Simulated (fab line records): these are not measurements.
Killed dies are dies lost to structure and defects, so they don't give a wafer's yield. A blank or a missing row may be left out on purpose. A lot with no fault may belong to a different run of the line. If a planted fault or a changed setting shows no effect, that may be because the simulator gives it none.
A struck lot beside a sound one || flow gf180mcu || 16 steps out of a route of 602
Sound: these wafers, L922.1, L922.3, L922.6. Struck: wafers L931.1, L931.3 (left out: L931.2, a lot-mate that was not struck); the cause follows at the end.
For every step that has rows: the tool of each side, followed by ch and its chambers, followed by its first start. Under that, the readings that differ: sound wafers || struck wafers || difference of the means || sigmas: that difference in standard deviations of wafers without a fault.
alike: a reading whose means differ by less than 2 such deviations, as well as words and numbers matching on both sides. not compared: withheld readings; readings where some wafer has no value; bounds like >300 that might hide an equal value; numbers whose values overlap and for which the record gives no deviation.
The two part at a step that has a row with sigmas, a row that says differs or no value, or rows on one side only. When numbers do not overlap yet have no deviation, they are printed without sigmas and do not part them. Lack of a reading on every wafer of one side parts them only where that side has two or more wafers.

first, 4 steps without rows for these wafers: GF_M1_SOFTBAKE_10 (time 60 s); GF_M1_EXPOSE_11 (exposes mask Metal1, target cd 230 nm); GF_M1_PEB_12 (peb time 90 s); GF_M1_DEVELOP_13 (develop time 60 s).
GF_M1_CD_MEAS_14: the cd target is 230 nm.
  sound on cdSem-02, day 19 06:23; struck on cdSem-01, day 22 11:13
  alike: cdNm
GF_M1_OVL_MEAS_15:
  sound on overlay-01, day 19 06:30; struck on overlay-01, day 22 11:20
{"reading": "M1_OVL (nm)", "sound": "-11 -13 -14", "struck": "0 3", "difference": "+14", "sigmas": "+3"}
GF_M1_METAL_ETCH_16: etches the open film in Cl2/BCl3, stops on SiO2, target depth 750.8 nm, time 125.1 s.
  sound on rieMetal-01 ch 0,1, day 19 06:32; struck on rieMetal-03 ch 0,1, day 22 11:22
  alike: drypumpMotorCurrentA, oesProductAu, throttleValvePct
  not compared: rfHoursCounterH
GF_M1_STRIP_17: strips in O2/N2.
  sound on plasmaAsher-03 ch 0,1, day 19 06:40; struck on plasmaAsher-01 ch 1, day 22 11:30
  alike: drypumpMotorCurrentA, heaterPowerW, oesProductAu, stripTimeToEndpointS
  not compared: rfHoursCounterH
then, 3 steps without rows for these wafers: GF_M1_STRIP_18 (strips in post etch residue remover, time 1200 s); GF_M1_CLEAN_19 (cleans in DIW); GF_V1_CVD_00 (deposits SiO2, target thk 600 nm, time 100 s).
GF_V1_THK_MEAS_01:
  sound on filmMetro-04, day 19 07:16; struck on filmMetro-03, day 22 12:07
  alike: V1_CVD_00_THK
GF_V1_CVD_02: deposits SiO2 from TEOS, target thk 850 nm, time 94.851 s.
  sound on pecvd-01 ch 1,2, day 19 07:20; struck on pecvd-03 ch 0,1, day 22 12:10
{"reading": "heaterPowerOuterW (W)", "sound": "429 441 471", "struck": "268 249", "difference": -188, "sigmas": -2}
{"reading": "heaterPowerW (W)", "sound": "690 826 847", "struck": "479 458", "difference": -319, "sigmas": -3}
{"reading": "runLengthS (s)", "sound": "122.9 122.1 121.9", "struck": "156.7 157.2", "difference": "+34.6", "sigmas": "+75"}
{"reading": "model.SiO2_of_V1_CVD_02.thkNm (nm)", "sound": "836.8 833.4 849.2", "struck": "1155 1183", "difference": "+329", "sigmas": ""}
GF_V1_THK_MEAS_03:
  sound on filmMetro-03, day 19 07:24; struck on filmMetro-04, day 22 12:14
{"reading": "V1_CVD_02_THK (nm)", "sound": "837 833 848", "struck": "1155 1183", "difference": "+330", "sigmas": "+24"}
GF_V1_CMP_04: polishes SiO2.
  sound on cmp-01 ch 2,3, day 19 07:28; struck on cmp-02 ch 2,3, day 22 12:18
{"reading": "motorCurrentA (A)", "sound": "9.8 11.3 10.4", "struck": "12.1 11.9", "difference": "+1.5", "sigmas": "+2"}
{"reading": "timeToEndpointS (s)", "sound": "68 75 74", "struck": "212 206", "difference": "+137", "sigmas": "+18"}
  alike: headPressurePsi
GF_V1_BOW_MEAS_05:
  sound on filmMetro-04, day 19 07:46; struck on filmMetro-03, day 22 12:36
  alike: V1_BOW

WHERE THEY PART
Earliest at GF_M1_OVL_MEAS_15; latest, in this record, at GF_V1_CMP_04. Later steps at which nothing parts them and some readings are alike: GF_V1_BOW_MEAS_05.

WHY: whatever the simulator had introduced
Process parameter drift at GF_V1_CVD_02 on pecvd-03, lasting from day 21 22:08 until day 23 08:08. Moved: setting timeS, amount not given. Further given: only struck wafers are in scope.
